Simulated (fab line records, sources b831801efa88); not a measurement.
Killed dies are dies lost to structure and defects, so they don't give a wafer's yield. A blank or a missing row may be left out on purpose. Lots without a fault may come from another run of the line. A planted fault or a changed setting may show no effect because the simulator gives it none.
fab line records | flow sky130
record lots=6 wafers=18 last_day=50
route steps=708 shown METAL5@671 PASSIVATION@681 PAD_OPEN@694
lots that met no fault: from a run of the same line without faults
start_h: hours from the record's first day to the start of the lot's first wafer shown | wait_h: hours since the lot's step before | " the same as in the row above | L1.1+2: a row that stands for several wafers | - no value, or no start given | * or withheld: withheld | < > ~ a bound
route shown NAME@n: a module of which the file shows steps, and the number in the route of the first | usual: mean/standard deviation of fault-free wafers | same: alike in all rows | chamber/n: place in a boat | sites: the reading at each site | _std_site: their standard deviation | _edge_site: outer sites' mean less inner sites' | radius_mm: how far each site lies from the wafer's centre | mask NAME#n: copy n | behind: the tool/chamber that last shaped the wafer | hold: why the lot was held/for how many hours/how that ended | device: the transistor (n, p or np) that didn't switch | end of line: the same wafers' tests at the end of the route | a step without rows: its recipe alone | killed: dies lost to structure and defects at the first sort, not the wafer's yield | map: a wafer's dies, x killed, . not, _ none there
set.NAME: the setting as run; set.NAME@STEP: as run at that earlier step | model.NAME: the simulator's own value behind a step, which no gauge read
lots at some steps of the route; a table a step, a row a wafer
services: from which hour (start_h, from the record's first day; less than 0 if before it) a tool's chamber was out of use, for how many hours, and why
## steps
# step SKY_METAL5_SOFTBAKE_10
# recipe temp_c=90 time_s=60 resist=NOVOLAK
# step SKY_METAL5_EXPOSE_11
# recipe mask_id=MM5 na=0.6 source_shape=conventional sigma_outer=0.6 polarization=unpolarized target_cd_nm=1600 dose_mj=190
# step SKY_METAL5_PEB_12
# recipe temp_c=withheld time_s=* resist=NOVOLAK
# step SKY_METAL5_DEVELOP_13
# recipe resist=NOVOLAK developer=TMAH develop_time_s=60 dev_temp_c=23
# step SKY_METAL5_DESCUM_14
# recipe chemistry=O2 source_power_w=150 bias_power_w=0 pressure_mtorr=10 temp_c=40 time_s=11
# usual drypump_motor_current_A=5.8/0.38 oes_product_au=1.000/0.0061
# columns lot.wafer tool chamber start_h wait_h drypump_motor_current_A oes_product_au rf_hours_counter_h
L113.4 rie_metal-03 1 1054.46 0.1 5.1 0.995 -
L113.5 " 0 " " 5.9 1.007 -
L113.6 " 1 " " 5.1 0.997 -
L115.2 rie_metal-02 1 1067.40 0.1 6.2 1.003 10
L115.3 " 0 " " 6.0 0.995 -
L115.6 " 0 " " 6.0 0.997 -
L119.2 rie_metal-04 1 1087.88 0.1 5.8 0.985 9
L119.3 " 0 " " 5.9 0.996 -
L119.5 " 1 " " 5.8 0.983 -
L120.2 rie_metal-03 0 1096.43 0.1 5.8 0.997 11
L120.3 " 1 " " 5.1 0.998 -
L120.6 " 1 " " 5.1 0.998 -
L125.3 rie_metal-02 0 1125.10 0.1 6.0 1.004 -
L125.4 " 1 " " 6.2 1.008 -
L125.6 " 0 " " 6.0 0.986 -
L130.2 rie_metal-02 0 1150.98 0.1 6.1 1.003 5
L130.5 " 0 " " 6.1 1.000 -
L130.6 " 1 " " 6.3 1.003 -
# step SKY_METAL5_METAL_ETCH_15
# recipe target_depth_a=12600 stop_on=SiO2 over_etch_frac=0.2 time_s=252 chemistry=Cl2/BCl3 resist_sidewall_deg=86 pressure_mtorr=10 icp_w=900 bias_w=48.5 Cl2_flow_sccm=60 bcl3_flow_sccm=30
# usual drypump_motor_current_A=5.8/0.38 oes_product_au=0.895/0.0042 throttle_valve_pct=22.265/0.0093
# columns lot.wafer tool chamber start_h wait_h drypump_motor_current_A oes_product_au rf_hours_counter_h throttle_valve_pct
L113.4 rie_metal-03 1 1054.56 0.1 5.1 0.898 - 22.289
L113.5 " 0 " " 5.9 0.892 - 22.254
L113.6 " 1 " " 5.1 0.895 - 22.274
L115.2 rie_metal-02 1 1067.43 0.0 6.3 0.892 10 22.272
L115.3 " 0 " " 6.0 0.897 - 22.257
L115.6 " 0 " " 6.0 0.904 - 22.271
L119.2 rie_metal-04 1 1087.92 0.0 5.8 0.893 9 22.265
L119.3 " 0 " " 5.9 0.891 - 22.258
L119.5 " 1 " " 5.8 0.894 - 22.269
L120.2 rie_metal-03 0 1096.47 0.0 5.8 0.890 11 22.285
L120.3 " 1 " " 5.1 0.890 - 22.267
L120.6 " 1 " " 5.1 0.897 - 22.264
L125.3 rie_metal-02 0 1125.20 0.1 6.1 0.895 - 22.260
L125.4 " 1 " " 6.2 0.894 - 22.274
L125.6 " 0 " " 6.1 0.900 - 22.242
L130.2 rie_metal-02 0 1151.02 0.0 6.1 0.900 5 22.269
L130.5 " 0 " " 6.0 0.896 - 22.274
L130.6 " 1 " " 6.2 0.883 - 22.259
# step SKY_METAL5_STRIP_16
# recipe chemistry=O2/N2 power_w=1400 pressure_mtorr=1500 platen_temp_c=withheld o2_flow_sccm=3000 n2_flow_sccm=300 overash_fraction=0.5
# usual drypump_motor_current_A=5.75/0.29 oes_product_au=0.711/0.0041 strip_time_to_endpoint_s=13.06/0.083
# columns lot.wafer tool chamber start_h wait_h drypump_motor_current_A oes_product_au rf_hours_counter_h strip_time_to_endpoint_s
L113.4 plasma_asher-01 0 1054.75 0.1 6.11 0.707 - 13.14
L113.5 " 0 " " 6.13 0.711 - 13.24
L113.6 " 1 " " 5.94 0.711 - 13.09
L115.2 plasma_asher-01 0 1067.67 0.2 6.13 0.708 60 13.01
L115.3 " 0 " " 6.12 0.716 - 13.14
L115.6 " 0 " " 6.12 0.718 - 13.21
L119.2 plasma_asher-04 0 1088.15 0.2 5.73 0.710 95 13.04
L119.3 " 1 " " 5.75 0.716 - 12.99
L119.5 " 1 " " 5.77 0.706 - 13.03
L120.2 plasma_asher-04 1 1096.70 0.2 5.74 0.711 96 13.05
L120.3 " 0 " " 5.76 0.711 - 12.97
L120.6 " 0 " " 5.74 0.707 - 12.92
L125.3 plasma_asher-01 1 1125.39 0.1 5.90 0.725 - 12.94
L125.4 " 0 " " 6.09 0.715 - 12.98
L125.6 " 0 " " 6.10 0.708 - 13.07
L130.2 plasma_asher-04 1 1151.25 0.2 5.80 0.720 101 12.94
L130.5 " 1 " " 5.82 0.713 - 13.02
L130.6 " 0 " " 5.75 0.717 - 12.91
# step SKY_METAL5_STRIP_17
# recipe chemistry=post_etch_residue_remover time_s=1200 temp_c=72.5
# step SKY_METAL5_CLEAN_18
# recipe chemistry=IPA time_s=180 temp_c=25
# step SKY_METAL5_CLEAN_19
# recipe chemistry=O3/DIW dry=n2_spin
# step SKY_PASSIVATION_CVD_00
# recipe material=SiO2 target_thk_nm=90 temp_c=400 time_s=withheld rf_w=600
# usual heater_power_w=658/110
# columns lot.wafer tool chamber start_h wait_h heater_power_w
L113.4 pecvd-02 2 1055.33 0.0 712
L113.5 " 1 " " 739
L113.6 " 0 " " 735
L115.2 pecvd-04 1 1068.30 0.0 773
L115.3 " 0 " " 646
L115.6 " 0 " " 667
L119.2 pecvd-04 0 1088.83 0.0 661
L119.3 " 1 " " 649
L119.5 " 0 " " 663
L120.2 pecvd-02 2 1097.86 0.0 617
L120.3 " 0 " " 731
L120.6 " 2 " " 613
L125.3 pecvd-04 1 1125.95 0.0 674
L125.4 " 1 " " 662
L125.6 " 2 " " 430
L130.2 pecvd-02 2 1151.88 0.0 736
L130.5 " 2 " " 746
L130.6 " 1 " " 825
# step SKY_PASSIVATION_THK_MEAS_01
# recipe reads=SiO2_of_PASSIVATION_CVD_00
# usual PASSIVATION_CVD_00_THK=89.8/1.1
# columns lot.wafer tool chamber start_h wait_h PASSIVATION_CVD_00_THK[nm]
L113.4 film_metro-01 - 1055.37 - 91.5
L113.5 " - " " 90.2
L113.6 " - " " 90.4
L115.2 film_metro-04 - 1068.33 - 89.5
L115.3 " - " " 89.2
L115.6 " - " " 90.0
L119.2 film_metro-04 - 1088.86 - 90.0
L119.3 " - " " 90.0
L119.5 " - " " 91.0
L120.2 film_metro-04 - 1097.89 - 89.1
L120.3 " - " " 88.6
L120.6 " - " " 88.9
L125.3 film_metro-02 - 1125.99 - 87.9
L125.4 " - " " 89.5
L125.6 " - " " 91.7
L130.2 film_metro-01 - 1151.91 - 88.8
L130.5 " - " " 89.9
L130.6 " - " " 90.1
# step SKY_PASSIVATION_CVD_02
# recipe material=Si3N4 target_thk_nm=540 temp_c=400 time_s=withheld rf_w=450
# usual heater_power_w=759/120
# columns lot.wafer tool chamber start_h wait_h heater_power_w model.Si3N4_of_PASSIVATION_CVD_02.thk_nm
L113.4 pecvd-04 0 1055.51 0.1 601 547.2
L113.5 " 2 " " 559 546.6
L113.6 " 1 " " 773 539
L115.2 pecvd-03 0 1068.38 0.0 1046 532
L115.3 " 2 " " 760 521.1
L115.6 " 0 " " 824 537.8
L119.2 pecvd-03 2 1088.91 0.0 724 490.6
L119.3 " 0 " " 980 491.2
L119.5 " 2 " " 740 499.1
L120.2 pecvd-03 1 1097.94 0.0 582 488
L120.3 " 0 " " 955 487.7
L120.6 " 2 " " 771 502.2
L125.3 pecvd-02 2 1126.03 0.0 736 529
L125.4 " 0 " " 776 546.5
L125.6 " 2 " " 738 541.1
L130.2 pecvd-04 1 1151.96 0.0 738 534.4
L130.5 " 0 " " 736 543.1
L130.6 " 1 " " 760 543.2
# step SKY_PASSIVATION_THK_MEAS_03
# recipe reads=Si3N4_of_PASSIVATION_CVD_02
# usual PASSIVATION_CVD_02_THK=538/6.1
# columns lot.wafer tool chamber start_h wait_h PASSIVATION_CVD_02_THK[nm]
L113.4 film_metro-04 - 1055.65 - 547
L113.5 " - " " 547
L113.6 " - " " 539
L115.2 film_metro-02 - 1068.64 - 532
L115.3 " - " " 521
L115.6 " - " " 538
L119.2 film_metro-04 - 1089.15 - 491
L119.3 " - " " 491
L119.5 " - " " 499
L120.2 film_metro-01 - 1098.17 - 488
L120.3 " - " " 487
L120.6 " - " " 502
L125.3 film_metro-02 - 1126.28 - 529
L125.4 " - " " 546
L125.6 " - " " 541
L130.2 film_metro-02 - 1152.20 - 534
L130.5 " - " " 543
L130.6 " - " " 543
# step SKY_PASSIVATION_DEHYDRATE_04
# recipe temp_c=200 time_s=60
# step SKY_PASSIVATION_HMDS_05
# recipe prime_time_s=60 prime_temp_c=120
# step SKY_PASSIVATION_COAT_06
# recipe spin_rpm=2000 resist_thk_nm=3000
# step SKY_PASSIVATION_SOFTBAKE_07
# recipe temp_c=110 time_s=withheld
# step SKY_PASSIVATION_EXPOSE_08
# recipe mask_id=NSM target_cd_nm=3000 na=0.57 dose_mj=260
# step SKY_PASSIVATION_PEB_09
# recipe temp_c=115 time_s=withheld
# step SKY_PASSIVATION_DEVELOP_10
# recipe develop_time_s=60 dev_temp_c=23
# step SKY_PASSIVATION_ETCH_11
# recipe chemistry=CF4/O2 target_depth_nm=725 stop_on=AlCu source_w=800 bias_w=150 pressure_mtorr=150 cf4_flow_sccm=80 O2_flow_sccm=10 time_s=161.1
# usual drypump_motor_current_A=5.6/0.39 oes_product_au=0.977/0.0068 throttle_valve_pct=5.964/0.0096
# columns lot.wafer tool chamber start_h wait_h drypump_motor_current_A oes_product_au rf_hours_counter_h throttle_valve_pct model.etch.depth_nm model.PASSIVATION.feature_depth_nm
L113.4 rie_diel-04 2 1077.00 - 5.6 0.983 27 5.970 712.8 712.8
L113.5 " 0 " " 4.8 0.976 - 5.969 711.1 711.1
L113.6 " 3 " " 5.5 0.985 - 5.977 704.4 704.4
L115.2 rie_diel-01 0 1089.60 - 5.7 0.973 16 5.971 695.5 695.5
L115.3 " 3 " " 5.9 0.961 7 5.953 684 684
L115.6 " 0 " " 5.7 0.975 - 5.965 701.3 701.3
L119.2 rie_diel-01 0 1108.15 - 5.8 0.936 17 5.958 654.3 654.3
L119.3 " 3 " " 5.9 0.940 8 5.934 655 655
L119.5 " 1 " " 5.4 0.945 - 5.964 664.2 664.2
L120.2 rie_diel-04 2 1118.43 - 5.6 0.935 29 5.946 651.5 651.5
L120.3 " 3 " " 5.5 0.929 5 5.933 650.2 650.2
L120.6 " 3 " " 5.5 0.947 - 5.950 665 665
L125.3 rie_diel-02 2 1144.43 - 6.4 0.969 20 5.954 691.3 691.3
L125.4 " 1 " " 5.6 0.977 9 5.975 710.7 710.7
L125.6 " 0 " " 5.5 0.975 - 5.943 707.7 707.7
L130.2 rie_diel-02 0 1169.84 - 5.5 0.976 11 5.967 697.3 697.3
L130.5 " 2 " " 6.4 0.980 - 5.965 707.7 707.7
L130.6 " 3 " " 5.7 0.976 - 5.963 707.8 707.8
# step SKY_PASSIVATION_STRIP_12
# recipe chemistry=O2/N2 power_w=1400 pressure_mtorr=1500 platen_temp_c=withheld overash_fraction=0.7 o2_flow_sccm=3000 n2_flow_sccm=300
# step SKY_PAD_OPEN_DEHYDRATE_00
# recipe temp_c=200 time_s=60
# step SKY_PAD_OPEN_HMDS_01
# recipe prime_time_s=60 prime_temp_c=120
# step SKY_PAD_OPEN_COAT_02
# recipe spin_rpm=2000 resist_thk_nm=3000
# step SKY_PAD_OPEN_SOFTBAKE_03
# recipe temp_c=110 time_s=withheld
# step SKY_PAD_OPEN_EXPOSE_04
# recipe mask_id=PDM target_cd_nm=60000 na=0.57 dose_mj=260
# step SKY_PAD_OPEN_PEB_05
# recipe temp_c=115 time_s=withheld
# step SKY_PAD_OPEN_DEVELOP_06
# recipe develop_time_s=60 dev_temp_c=23
# step SKY_PAD_OPEN_ETCH_07
# recipe chemistry=CF4/O2 target_depth_nm=725 stop_on=AlCu source_w=800 bias_w=150 pressure_mtorr=150 cf4_flow_sccm=80 O2_flow_sccm=10 time_s=161.1
# usual drypump_motor_current_A=5.7/0.47 oes_product_au=0.976/0.0064 throttle_valve_pct=5.963/0.0092
# columns lot.wafer tool chamber start_h wait_h drypump_motor_current_A oes_product_au rf_hours_counter_h throttle_valve_pct model.etch.depth_nm model.PAD_OPEN.feature_depth_nm
L113.4 rie_diel-03 1 1097.05 - 6.2 0.979 16 5.985 712.8 712.8
L113.5 " 3 " " 5.7 0.982 - 5.960 711.1 711.1
L113.6 " 2 " " 6.0 0.979 - 5.965 704.4 704.4
L115.2 rie_diel-04 2 1109.10 - 5.6 0.971 28 5.957 695.5 695.5
L115.3 " 3 " " 5.5 0.964 5 5.947 684 684
L115.6 " 0 " " 4.8 0.972 - 5.951 701.3 701.3
L119.2 rie_diel-04 1 1127.39 - 5.1 0.935 15 5.949 654.3 654.3
L119.3 " 0 " " 4.8 0.931 29 5.951 655 655
L119.5 " 0 " " 4.8 0.946 - 5.958 664.2 664.2
L120.2 rie_diel-02 1 1137.75 - 5.7 0.937 8 5.949 651.5 651.5
L120.3 " 0 " " 5.5 0.943 10 5.939 650.2 650.2
L120.6 " 2 " " 6.4 0.953 - 5.959 665 665
L125.3 rie_diel-02 2 1162.10 - 6.5 0.971 21 5.959 691.3 691.3
L125.4 " 1 " " 5.6 0.978 9 5.956 710.7 710.7
L125.6 " 1 " " 5.6 0.972 - 5.968 707.7 707.7
L130.2 rie_diel-02 0 1185.65 - 5.5 0.971 12 5.960 697.3 697.3
L130.5 " 2 " " 6.4 0.981 - 5.949 707.7 707.7
L130.6 " 3 " " 5.7 0.975 - 5.974 707.8 707.8
# step SKY_PAD_OPEN_STRIP_08
# recipe chemistry=O2/N2 power_w=1400 pressure_mtorr=1500 platen_temp_c=withheld overash_fraction=0.7 o2_flow_sccm=3000 n2_flow_sccm=300
# usual drypump_motor_current_A=5.8/0.42 oes_product_au=0.663/0.0042 strip_time_to_endpoint_s=37.08/0.12
# columns lot.wafer tool chamber start_h wait_h drypump_motor_current_A oes_product_au rf_hours_counter_h strip_time_to_endpoint_s
L113.4 plasma_asher-02 0 1097.19 0.1 5.6 0.665 - 37.25
L113.5 " 1 " " 6.4 0.665 - 37.03
L113.6 " 0 " " 5.6 0.661 - 37.06
L115.2 plasma_asher-01 0 1109.21 0.1 6.1 0.658 64 36.95
L115.3 " 1 " " 5.9 0.663 - 37.00
L115.6 " 0 " " 6.1 0.663 - 37.04
L119.2 plasma_asher-03 0 1127.50 0.1 5.3 0.666 6 37.18
L119.3 " 0 " " 5.3 0.666 - 37.27
L119.5 " 0 " " 5.3 0.665 - 37.36
L120.2 plasma_asher-03 0 1137.86 0.1 5.3 0.663 7 37.15
L120.3 " 1 " " 5.2 0.666 - 37.20
L120.6 " 1 " " 5.2 0.668 - 37.06
L125.3 plasma_asher-01 0 1162.24 0.1 6.1 0.663 - 36.93
L125.4 " 1 " " 5.9 0.662 - 36.98
L125.6 " 1 " " 5.9 0.659 - 36.94
L130.2 plasma_asher-01 1 1185.76 0.1 5.9 0.663 72 37.12
L130.5 " 0 " " 6.1 0.664 - 37.23
L130.6 " 1 " " 5.9 0.669 - 37.12
# step SKY_PAD_OPEN_STRIP_09
# recipe chemistry=post_etch_residue_remover time_s=1200 temp_c=72.5
# usual bath_guard_temp_C=72.3/0.45
# columns lot.wafer tool chamber start_h wait_h bath_guard_temp_C model.Si3N4_of_PASSIVATION_CVD_02.thk_nm
L113.4 wet_bench-03 2 1097.26 0.0 72.5 546.9
L113.5 " 2 " " 72.2 546.3
L113.6 " 2 " " 72.3 538.6
L115.2 wet_bench-04 1 1109.31 0.1 73.3 531.7
L115.3 " 1 " " 73.2 520.7
L115.6 " 1 " " 73.1 537.5
L119.2 wet_bench-04 2 1127.60 0.1 72.3 490.2
L119.3 " 2 " " 72.1 490.9
L119.5 " 2 " " 72.3 498.7
L120.2 wet_bench-03 2 1137.96 0.1 72.7 487.7
L120.3 " 2 " " 72.2 487.3
L120.6 " 2 " " 72.0 501.8
L125.3 wet_bench-04 3 1162.31 0.0 72.6 528.6
L125.4 " 3 " " 72.8 546.1
L125.6 " 3 " " 72.9 540.7
L130.2 wet_bench-04 1 1185.93 0.1 73.1 534.1
L130.5 " 1 " " 73.3 542.7
L130.6 " 1 " " 73.1 542.9
# step SKY_PAD_OPEN_CLEAN_10
# recipe chemistry=IPA time_s=180 temp_c=25
# step SKY_PAD_OPEN_PROBE_99
# usual defect_limited_yield=82.2/2.1 killed_at_M0_to_M3=43/8 killed_at_M4_up=2.9/1.6 killed_at_contacts=26/5.2 killed_at_front_end=15/4.3 killed_at_other=0.3/0.56 killed_dies=87/10 killed_open=48/6.9 killed_short=40/6.5 sort_bin_3_pad_short=0.9/0.36 sort_bin_5_function=10.5/1.5 sort_bin_6_memory=6.4/1.3 sort_n_pass=405/10 sort_yield_pct=82.2/2.1
# same gross_dies=492 killed_at_back_side=0 sort_bin_4_leakage[%]=0 sort_bin_8_speed[%]=0
# columns lot.wafer tool chamber start_h wait_h defect_limited_yield[%] killed_at_M0_to_M3 killed_at_M4_up killed_at_contacts killed_at_front_end killed_at_other killed_dies killed_open killed_short sort_bin_3_pad_short[%] sort_bin_5_function[%] sort_bin_6_memory[%] sort_n_pass sort_yield_pct[%]
L115.2 prober-01 - 1111.51 0.1 80.1 46 4 27 21 0 98 47 51 1.0 11.6 7.3 394 80.1
L115.3 prober-01 - 1111.56 0.2 82.7 51 3 24 7 0 85 43 42 1.2 8.9 7.1 407 82.7
L115.6 prober-01 - 1111.71 0.2 81.7 46 4 28 12 0 90 46 44 0.4 10.8 7.1 402 81.7
# killed by level:class
L115.2 CONTACT:geometric_particle:open=11 FIELD_ISO:geometric_particle:short=9 CONTACT:geometric_particle:short=7 METAL1:geometric_particle:short=7 VIA2:geometric_particle:open=7 POLY_GATE:geometric_particle:open=5 VIA1:geometric_particle:open=5 LI_CONTACT:geometric_particle:open=4
L115.3 CONTACT:geometric_particle:open=11 METAL1:geometric_particle:short=7 VIA1:geometric_particle:short=7 VIA3:geometric_particle:open=7 VIA1:geometric_particle:open=6 LI_CONTACT:geometric_particle:open=5 METAL2:geometric_particle:short=5 METAL3:geometric_particle:short=5
L115.6 CONTACT:geometric_particle:open=12 VIA2:geometric_particle:open=8 LI_CONTACT:geometric_particle:open=7 VIA1:geometric_particle:open=6 METAL1:geometric_particle:short=6 VIA3:geometric_particle:short=6 METAL2:geometric_particle:short=5 METAL3:geometric_particle:short=5
## services
# columns tool chamber start_h hours kind
rie_metal-03 1 1034.65 12.2 repair
pecvd-04 0 1046.79 8.4 repair
plasma_asher-03 - 1055.25 9.0 pm
rie_metal-03 0 1058.93 2.0 repair
rie_diel-01 2 1065.70 4.2 repair
rie_metal-02 0 1071.74 - clean
rie_metal-02 0 1071.74 16.1 scheduled_down
rie_metal-02 0 1071.74 16.1 vent_cycle
pecvd-03 1 1074.33 4.3 repair
pecvd-02 1 1078.67 5.5 scheduled_down
plasma_asher-03 - 1084.83 1.2 repair
rie_diel-04 1 1094.93 32.2 repair
rie_diel-04 - 1095.36 0.6 repair
rie_metal-02 0 1100.06 9.0 repair
plasma_asher-03 - 1101.80 2.1 repair
pecvd-03 - 1103.51 10.9 repair
pecvd-04 0 1115.33 5.0 scheduled_down
rie_diel-03 0 1146.27 8.8 repair
pecvd-02 0 1153.11 8.2 repair
pecvd-04 - 1156.87 2.8 pm
pecvd-02 1 1157.28 22.9 repair
rie_diel-02 - 1177.87 0.4 repair
pecvd-04 0 1180.62 - clean
pecvd-04 0 1180.62 - consumable_replace:showerhead
## key
first_sign step=SKY_PASSIVATION_THK_MEAS_03 reading=PASSIVATION_CVD_02_THK direction=down sigmas=7.4 usual=538 struck=493
effect step=SKY_PASSIVATION_ETCH_11 reading=oes_product_au direction=down sigmas=5.6 usual=0.977 struck=0.939
effect step=SKY_PAD_OPEN_ETCH_07 reading=oes_product_au direction=down sigmas=5.6 usual=0.976 struck=0.941
model_effect step=SKY_PASSIVATION_CVD_02 value=Si3N4_of_PASSIVATION_CVD_02.thk_nm without=532.3 struck=493.1
model_effect step=SKY_PASSIVATION_ETCH_11 value=etch.depth_nm without=695.9 struck=656.7
model_effect step=SKY_PAD_OPEN_ETCH_07 value=etch.depth_nm without=695.9 struck=656.7
model_effect step=SKY_PAD_OPEN_STRIP_09 value=Si3N4_of_PASSIVATION_CVD_02.thk_nm without=532 struck=492.8
met_at SKY_PASSIVATION_CVD_02
struck_wafers L119.2,L119.3,L119.5,L120.2,L120.3,L120.6
onset_between 1068.38 1088.91
fault kind=process_parameter_drift tool=pecvd-03 chamber=- onset_h=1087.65 steps=SKY_PASSIVATION_CVD_02 channel=time_s offset=withheld shape=step end_h=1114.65 acts_in=*
